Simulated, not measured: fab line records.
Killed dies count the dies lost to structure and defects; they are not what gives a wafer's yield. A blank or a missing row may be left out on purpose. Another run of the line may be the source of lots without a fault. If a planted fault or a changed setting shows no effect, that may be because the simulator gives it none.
fab line records :: flow gf180mcu
record
  lots=5
  wafers=15
  lastDay=34
route steps=602 shown NSD@246 PSD@248
lots that met no fault: taken from a fault-free run of the same line
startH: start of the lot's first displayed wafer, in hours after the record's first day :: waitH: hours since the lot's step before :: " same as the row above :: L1.1+2: a row that stands for several wafers :: - either no value or no given start :: * or withheld: withheld :: < > ~ a bound
route shown NAME@n: names a module that has steps shown in the file, with the first one's number in the route :: usual: mean/standard deviation taken from wafers without a fault :: same: alike in all rows :: chamber/n: place in a boat :: sites: the reading at each site :: _std_site: the values' standard deviation :: _edge_site: inner sites' mean taken away from outer sites' mean :: radiusMm: for every site, how far away it sits from the centre of the wafer :: mask NAME#n: copy n :: behind: the last tool/chamber to shape the wafer :: hold: cause of the lot's hold/its duration in hours/its outcome :: device: the n, p or np transistor that did not switch :: end of line: the same wafers' tests at the end of the route :: for a step that has no rows: nothing shown but its recipe :: killed: at the first sort, the dies lost to defects and structure; wafer yield is something else :: map: shows each die of a wafer: x if killed, . if not, _ if none is there
set.NAME: setting as actually run; set.NAME@STEP: the setting as run at that earlier step :: model.NAME: the simulator's own value behind a step, which no gauge read
lots at some steps of the route; a table a step, a row a wafer
services: a tool's chamber out of use, with start hour (startH, from the record's first day; less than 0 if before it), hours out, and reason
## steps
# step GF_NSD_STRIP_11
# recipe
  chemistry=O2/N2
  powerW=1400
  pressureMtorr=1500
  platenTempC=250
  o2FlowSccm=3000
  n2FlowSccm=300
  overashFraction=0.5
# usual
  drypumpMotorCurrentA=5.8/0.42
  heaterPowerW=349/47
  oesProductAu=0.487/0.0048
  platenTempC=250.02/0.19
  stripTimeToEndpointS=22.97/0.041
lot.wafer: L075.2
tool: plasmaAsher-02
chamber: 0
startH: 303.72
waitH: 0.1
drypumpMotorCurrentA: 5.5
heaterPowerW: 346
oesProductAu: 0.494
platenTempC: 249.70
rfHoursCounterH: 18
stripTimeToEndpointS: 23.00

lot.wafer: L075.5
tool: plasmaAsher-02
chamber: 0
startH: 303.72
waitH: 0.1
drypumpMotorCurrentA: 5.5
heaterPowerW: 332
oesProductAu: 0.489
platenTempC: 249.72
rfHoursCounterH: -
stripTimeToEndpointS: 22.99

lot.wafer: L075.6
tool: plasmaAsher-02
chamber: 1
startH: 303.72
waitH: 0.1
drypumpMotorCurrentA: 5.7
heaterPowerW: 436
oesProductAu: 0.482
platenTempC: 250.19
rfHoursCounterH: -
stripTimeToEndpointS: 23.03

lot.wafer: L076.1
tool: plasmaAsher-02
chamber: 1
startH: 306.41
waitH: 0.1
drypumpMotorCurrentA: 5.8
heaterPowerW: 421
oesProductAu: 0.477
platenTempC: 250.21
rfHoursCounterH: 19
stripTimeToEndpointS: 23.07

lot.wafer: L076.4
tool: plasmaAsher-02
chamber: 1
startH: 306.41
waitH: 0.1
drypumpMotorCurrentA: 5.8
heaterPowerW: 424
oesProductAu: 0.486
platenTempC: 249.96
rfHoursCounterH: -
stripTimeToEndpointS: 23.02

lot.wafer: L076.5
tool: plasmaAsher-02
chamber: 0
startH: 306.41
waitH: 0.1
drypumpMotorCurrentA: 5.5
heaterPowerW: 336
oesProductAu: 0.484
platenTempC: 250.37
rfHoursCounterH: -
stripTimeToEndpointS: 23.03

lot.wafer: L083.2
tool: plasmaAsher-04
chamber: 0
startH: 373.22
waitH: 0.1
drypumpMotorCurrentA: 6.6
heaterPowerW: 291
oesProductAu: 0.500
platenTempC: 250.03
rfHoursCounterH: 73
stripTimeToEndpointS: 22.97

lot.wafer: L083.3
tool: plasmaAsher-04
chamber: 0
startH: 373.22
waitH: 0.1
drypumpMotorCurrentA: 6.6
heaterPowerW: 298
oesProductAu: 0.487
platenTempC: 249.96
rfHoursCounterH: -
stripTimeToEndpointS: 22.93

lot.wafer: L083.6
tool: plasmaAsher-04
chamber: 1
startH: 373.22
waitH: 0.1
drypumpMotorCurrentA: 5.5
heaterPowerW: 355
oesProductAu: 0.489
platenTempC: 249.86
rfHoursCounterH: -
stripTimeToEndpointS: 22.94

lot.wafer: L089.1
tool: plasmaAsher-04
chamber: 0
startH: 424.59
waitH: 0.1
drypumpMotorCurrentA: 6.6
heaterPowerW: 287
oesProductAu: 0.491
platenTempC: 249.83
rfHoursCounterH: 78
stripTimeToEndpointS: 22.94

lot.wafer: L089.2
tool: plasmaAsher-04
chamber: 1
startH: 424.59
waitH: 0.1
drypumpMotorCurrentA: 5.5
heaterPowerW: 347
oesProductAu: 0.492
platenTempC: 250.06
rfHoursCounterH: 78
stripTimeToEndpointS: 22.89

lot.wafer: L089.5
tool: plasmaAsher-04
chamber: 0
startH: 424.59
waitH: 0.1
drypumpMotorCurrentA: 6.6
heaterPowerW: 295
oesProductAu: 0.482
platenTempC: 249.89
rfHoursCounterH: -
stripTimeToEndpointS: 22.95

lot.wafer: L097.2
tool: plasmaAsher-04
chamber: 1
startH: 493.94
waitH: 0.1
drypumpMotorCurrentA: 5.4
heaterPowerW: 348
oesProductAu: 0.488
platenTempC: 249.79
rfHoursCounterH: 85
stripTimeToEndpointS: 22.96

lot.wafer: L097.3
tool: plasmaAsher-04
chamber: 1
startH: 493.94
waitH: 0.1
drypumpMotorCurrentA: 5.5
heaterPowerW: 344
oesProductAu: 0.488
platenTempC: 249.75
rfHoursCounterH: -
stripTimeToEndpointS: 22.94

lot.wafer: L097.6
tool: plasmaAsher-04
chamber: 1
startH: 493.94
waitH: 0.1
drypumpMotorCurrentA: 5.4
heaterPowerW: 342
oesProductAu: 0.493
platenTempC: 249.88
rfHoursCounterH: -
stripTimeToEndpointS: 22.92
# step GF_NSD_TW_MEAS_12
# usual
  NSD_TW=4284/27
lot.wafer: L075.2
tool: filmMetro-04
chamber: -
startH: 303.83
waitH: 0.1
NSD_TW: 4256

lot.wafer: L075.5
tool: filmMetro-04
chamber: -
startH: 303.83
waitH: 0.1
NSD_TW: 4253

lot.wafer: L075.6
tool: filmMetro-04
chamber: -
startH: 303.83
waitH: 0.1
NSD_TW: 4289

lot.wafer: L076.1
tool: filmMetro-02
chamber: -
startH: 306.51
waitH: 0.1
NSD_TW: 4315

lot.wafer: L076.4
tool: filmMetro-02
chamber: -
startH: 306.51
waitH: 0.1
NSD_TW: 4323

lot.wafer: L076.5
tool: filmMetro-02
chamber: -
startH: 306.51
waitH: 0.1
NSD_TW: 4293

lot.wafer: L083.2
tool: filmMetro-01
chamber: -
startH: 373.33
waitH: 0.1
NSD_TW: 4309

lot.wafer: L083.3
tool: filmMetro-01
chamber: -
startH: 373.33
waitH: 0.1
NSD_TW: 4268

lot.wafer: L083.6
tool: filmMetro-01
chamber: -
startH: 373.33
waitH: 0.1
NSD_TW: 4310

lot.wafer: L089.1
tool: filmMetro-02
chamber: -
startH: 424.69
waitH: 0.1
NSD_TW: 4301

lot.wafer: L089.2
tool: filmMetro-02
chamber: -
startH: 424.69
waitH: 0.1
NSD_TW: 4303

lot.wafer: L089.5
tool: filmMetro-02
chamber: -
startH: 424.69
waitH: 0.1
NSD_TW: 4322

lot.wafer: L097.2
tool: filmMetro-01
chamber: -
startH: 494.05
waitH: 0.1
NSD_TW: 4256

lot.wafer: L097.3
tool: filmMetro-01
chamber: -
startH: 494.05
waitH: 0.1
NSD_TW: 4275

lot.wafer: L097.6
tool: filmMetro-01
chamber: -
startH: 494.05
waitH: 0.1
NSD_TW: 4268
# step GF_PSD_DEHYDRATE_00
# recipe
  tempC=200
  timeS=60
lot.wafer: L075.2+5+6
tool: lithoTrack-03
chamber: 0
startH: 313.03
waitH: 9.2

lot.wafer: L076.1+4+5
tool: lithoTrack-03
chamber: 0
startH: 316.41
waitH: 9.9

lot.wafer: L083.2+3+6
tool: lithoTrack-04
chamber: 0
startH: 383.98
waitH: 10.6

lot.wafer: L089.1+2+5
tool: lithoTrack-01
chamber: 0
startH: 436.34
waitH: 11.6

lot.wafer: L097.2+3+6
tool: lithoTrack-04
chamber: 0
startH: 505.83
waitH: 11.8
# step GF_PSD_HMDS_01
# recipe
  primeTimeS=60
  primeTempC=120
lot.wafer: L075.2+5+6
tool: lithoTrack-03
chamber: 0
startH: 313.18
waitH: 0.1

lot.wafer: L076.1+4+5
tool: lithoTrack-03
chamber: 0
startH: 316.56
waitH: 0.1

lot.wafer: L083.2+3+6
tool: lithoTrack-04
chamber: 0
startH: 384.13
waitH: 0.1

lot.wafer: L089.1+2+5
tool: lithoTrack-01
chamber: 0
startH: 436.49
waitH: 0.1

lot.wafer: L097.2+3+6
tool: lithoTrack-04
chamber: 0
startH: 505.98
waitH: 0.1
# step GF_PSD_COAT_02
# recipe
  resist=NOVOLAK
  spinRpm=3000
  resistThkNm=1000
lot.wafer: L075.2+5+6
tool: lithoTrack-03
chamber: 0
startH: 313.33
waitH: 0.1

lot.wafer: L076.1+4+5
tool: lithoTrack-03
chamber: 0
startH: 316.71
waitH: 0.1

lot.wafer: L083.2+3+6
tool: lithoTrack-04
chamber: 0
startH: 384.28
waitH: 0.1

lot.wafer: L089.1+2+5
tool: lithoTrack-01
chamber: 0
startH: 436.64
waitH: 0.1

lot.wafer: L097.2+3+6
tool: lithoTrack-04
chamber: 0
startH: 506.13
waitH: 0.1
# step GF_PSD_SOFTBAKE_03
# recipe
  tempC=90
  timeS=60
  resist=NOVOLAK
lot.wafer: L075.2+5+6
tool: lithoTrack-03
chamber: 0
startH: 313.48
waitH: 0.1

lot.wafer: L076.1+4+5
tool: lithoTrack-03
chamber: 0
startH: 316.86
waitH: 0.1

lot.wafer: L083.2+3+6
tool: lithoTrack-04
chamber: 0
startH: 384.43
waitH: 0.1

lot.wafer: L089.1+2+5
tool: lithoTrack-01
chamber: 0
startH: 436.79
waitH: 0.1

lot.wafer: L097.2+3+6
tool: lithoTrack-04
chamber: 0
startH: 506.28
waitH: 0.1
# step GF_PSD_EXPOSE_04
# recipe
  maskId=Pplus
  targetCdNm=400
  na=0.6
  sourceShape=conventional
  sigmaOuter=0.6
  doseMj=140
# usual
  exposureDoseMJCm2=139.94/0.14
lot.wafer: L075.2
tool: ilineStepper-02
chamber: 0
startH: -
waitH: -
mask: Pplus#0
exposureDoseMJCm2: 139.74

lot.wafer: L075.5
tool: ilineStepper-02
chamber: 0
startH: -
waitH: -
mask: Pplus#0
exposureDoseMJCm2: 140.03

lot.wafer: L075.6
tool: ilineStepper-02
chamber: 0
startH: -
waitH: -
mask: Pplus#0
exposureDoseMJCm2: 139.88

lot.wafer: L076.1
tool: ilineStepper-02
chamber: 0
startH: -
waitH: -
mask: Pplus#0
exposureDoseMJCm2: 140.07

lot.wafer: L076.4
tool: ilineStepper-02
chamber: 0
startH: -
waitH: -
mask: Pplus#0
exposureDoseMJCm2: 140.05

lot.wafer: L076.5
tool: ilineStepper-02
chamber: 0
startH: -
waitH: -
mask: Pplus#0
exposureDoseMJCm2: 140.24

lot.wafer: L083.2
tool: ilineStepper-01
chamber: 0
startH: -
waitH: -
mask: Pplus#0
exposureDoseMJCm2: 140.01

lot.wafer: L083.3
tool: ilineStepper-01
chamber: 0
startH: -
waitH: -
mask: Pplus#0
exposureDoseMJCm2: 140.26

lot.wafer: L083.6
tool: ilineStepper-01
chamber: 0
startH: -
waitH: -
mask: Pplus#0
exposureDoseMJCm2: 140.21

lot.wafer: L089.1
tool: ilineStepper-01
chamber: 0
startH: -
waitH: -
mask: Pplus#0
exposureDoseMJCm2: 139.96

lot.wafer: L089.2
tool: ilineStepper-01
chamber: 0
startH: -
waitH: -
mask: Pplus#0
exposureDoseMJCm2: 139.87

lot.wafer: L089.5
tool: ilineStepper-01
chamber: 0
startH: -
waitH: -
mask: Pplus#0
exposureDoseMJCm2: 139.77

lot.wafer: L097.2
tool: ilineStepper-02
chamber: 0
startH: -
waitH: -
mask: Pplus#0
exposureDoseMJCm2: 139.80

lot.wafer: L097.3
tool: ilineStepper-02
chamber: 0
startH: -
waitH: -
mask: Pplus#0
exposureDoseMJCm2: 139.67

lot.wafer: L097.6
tool: ilineStepper-02
chamber: 0
startH: -
waitH: -
mask: Pplus#0
exposureDoseMJCm2: 139.96
# step GF_PSD_PEB_05
# recipe
  tempC=withheld
  timeS=*
  resist=NOVOLAK
lot.wafer: L075.2+5+6
tool: lithoTrack-03
chamber: 0
startH: -
waitH: -

lot.wafer: L076.1+4+5
tool: lithoTrack-01
chamber: 0
startH: -
waitH: -

lot.wafer: L083.2+3+6
tool: lithoTrack-04
chamber: 0
startH: -
waitH: -

lot.wafer: L089.1+2+5
tool: lithoTrack-03
chamber: 0
startH: -
waitH: -

lot.wafer: L097.2+3+6
tool: lithoTrack-01
chamber: 0
startH: -
waitH: -
# step GF_PSD_DEVELOP_06
# recipe
  developTimeS=60
  devTempC=23
lot.wafer: L075.2+5+6
tool: lithoTrack-03
chamber: 0
startH: 324.18
waitH: 0.1

lot.wafer: L076.1+4+5
tool: lithoTrack-01
chamber: 0
startH: 327.24
waitH: 0.1

lot.wafer: L083.2+3+6
tool: lithoTrack-04
chamber: 0
startH: 395.53
waitH: 0.1

lot.wafer: L089.1+2+5
tool: lithoTrack-03
chamber: 0
startH: 448.85
waitH: 0.1

lot.wafer: L097.2+3+6
tool: lithoTrack-01
chamber: 0
startH: 517.66
waitH: 0.1
# step GF_PSD_CD_MEAS_07
# recipe
  targetCdNm=400
# usual
  cdNm=399.5/2.4
lot.wafer: L075.2
tool: cdSem-02
chamber: -
startH: 324.33
waitH: 0.1
cdNm: 398.3

lot.wafer: L075.5
tool: cdSem-02
chamber: -
startH: 324.33
waitH: 0.1
cdNm: 397.1

lot.wafer: L075.6
tool: cdSem-02
chamber: -
startH: 324.33
waitH: 0.1
cdNm: 398.6

lot.wafer: L076.1
tool: cdSem-02
chamber: -
startH: 327.39
waitH: 0.1
cdNm: 401.9

lot.wafer: L076.4
tool: cdSem-02
chamber: -
startH: 327.39
waitH: 0.1
cdNm: 400.7

lot.wafer: L076.5
tool: cdSem-02
chamber: -
startH: 327.39
waitH: 0.1
cdNm: 401.4

lot.wafer: L083.2
tool: cdSem-01
chamber: -
startH: 395.67
waitH: 0.1
cdNm: 394.0

lot.wafer: L083.3
tool: cdSem-01
chamber: -
startH: 395.67
waitH: 0.1
cdNm: 395.8

lot.wafer: L083.6
tool: cdSem-01
chamber: -
startH: 395.67
waitH: 0.1
cdNm: 396.0

lot.wafer: L089.1
tool: cdSem-02
chamber: -
startH: 449.00
waitH: 0.1
cdNm: 402.6

lot.wafer: L089.2
tool: cdSem-02
chamber: -
startH: 449.00
waitH: 0.1
cdNm: 404.2

lot.wafer: L089.5
tool: cdSem-02
chamber: -
startH: 449.00
waitH: 0.1
cdNm: 401.0

lot.wafer: L097.2
tool: cdSem-02
chamber: -
startH: 517.81
waitH: 0.1
cdNm: 397.4

lot.wafer: L097.3
tool: cdSem-02
chamber: -
startH: 517.81
waitH: 0.1
cdNm: 397.5

lot.wafer: L097.6
tool: cdSem-02
chamber: -
startH: 517.81
waitH: 0.1
cdNm: 399.4
# step GF_PSD_OVL_MEAS_08
# usual
  PSD_OVL=0.6/1.5
lot.wafer: L075.2
tool: overlay-02
chamber: -
startH: 324.43
waitH: 0.1
PSD_OVL[nm]: 3.2

lot.wafer: L075.5
tool: overlay-02
chamber: -
startH: 324.43
waitH: 0.1
PSD_OVL[nm]: 1.9

lot.wafer: L075.6
tool: overlay-02
chamber: -
startH: 324.43
waitH: 0.1
PSD_OVL[nm]: 2.3

lot.wafer: L076.1
tool: overlay-01
chamber: -
startH: 327.51
waitH: 0.1
PSD_OVL[nm]: 1.5

lot.wafer: L076.4
tool: overlay-01
chamber: -
startH: 327.51
waitH: 0.1
PSD_OVL[nm]: 0.1

lot.wafer: L076.5
tool: overlay-01
chamber: -
startH: 327.51
waitH: 0.1
PSD_OVL[nm]: 1.2

lot.wafer: L083.2
tool: overlay-01
chamber: -
startH: 395.78
waitH: 0.1
PSD_OVL[nm]: 0.5

lot.wafer: L083.3
tool: overlay-01
chamber: -
startH: 395.78
waitH: 0.1
PSD_OVL[nm]: -0.2

lot.wafer: L083.6
tool: overlay-01
chamber: -
startH: 395.78
waitH: 0.1
PSD_OVL[nm]: 1.5

lot.wafer: L089.1
tool: overlay-02
chamber: -
startH: 449.12
waitH: 0.1
PSD_OVL[nm]: 1.2

lot.wafer: L089.2
tool: overlay-02
chamber: -
startH: 449.12
waitH: 0.1
PSD_OVL[nm]: 2.5

lot.wafer: L089.5
tool: overlay-02
chamber: -
startH: 449.12
waitH: 0.1
PSD_OVL[nm]: 3.6

lot.wafer: L097.2
tool: overlay-01
chamber: -
startH: 517.91
waitH: 0.1
PSD_OVL[nm]: 1.5

lot.wafer: L097.3
tool: overlay-01
chamber: -
startH: 517.91
waitH: 0.1
PSD_OVL[nm]: 3.1

lot.wafer: L097.6
tool: overlay-01
chamber: -
startH: 517.91
waitH: 0.1
PSD_OVL[nm]: 4.2
## services
tool: ilineStepper-01
chamber: -
startH: 290.50
hours: 1.7
kind: pm

tool: plasmaAsher-02
chamber: -
startH: 298.28
hours: 0.6
kind: repair

tool: ilineStepper-02
chamber: -
startH: 301.92
hours: 1.7
kind: pm

tool: ilineStepper-01
chamber: -
startH: 339.81
hours: -
kind: consumableReplace:lamp

tool: plasmaAsher-04
chamber: -
startH: 363.85
hours: 2.8
kind: pm

tool: ilineStepper-02
chamber: 0
startH: 372.23
hours: -
kind: calibration

tool: plasmaAsher-02
chamber: -
startH: 383.13
hours: 6.5
kind: repair

tool: ilineStepper-01
chamber: 0
startH: 393.63
hours: -
kind: calibration

tool: ilineStepper-02
chamber: -
startH: 400.30
hours: 2.1
kind: pm

tool: ilineStepper-02
chamber: -
startH: 402.38
hours: -
kind: consumableReplace:lamp

tool: ilineStepper-02
chamber: -
startH: 455.45
hours: 2.2
kind: repair

tool: plasmaAsher-04
chamber: -
startH: 505.02
hours: 8.2
kind: repair

tool: ilineStepper-01
chamber: -
startH: 509.25
hours: 1.7
kind: pm
## key
fault none
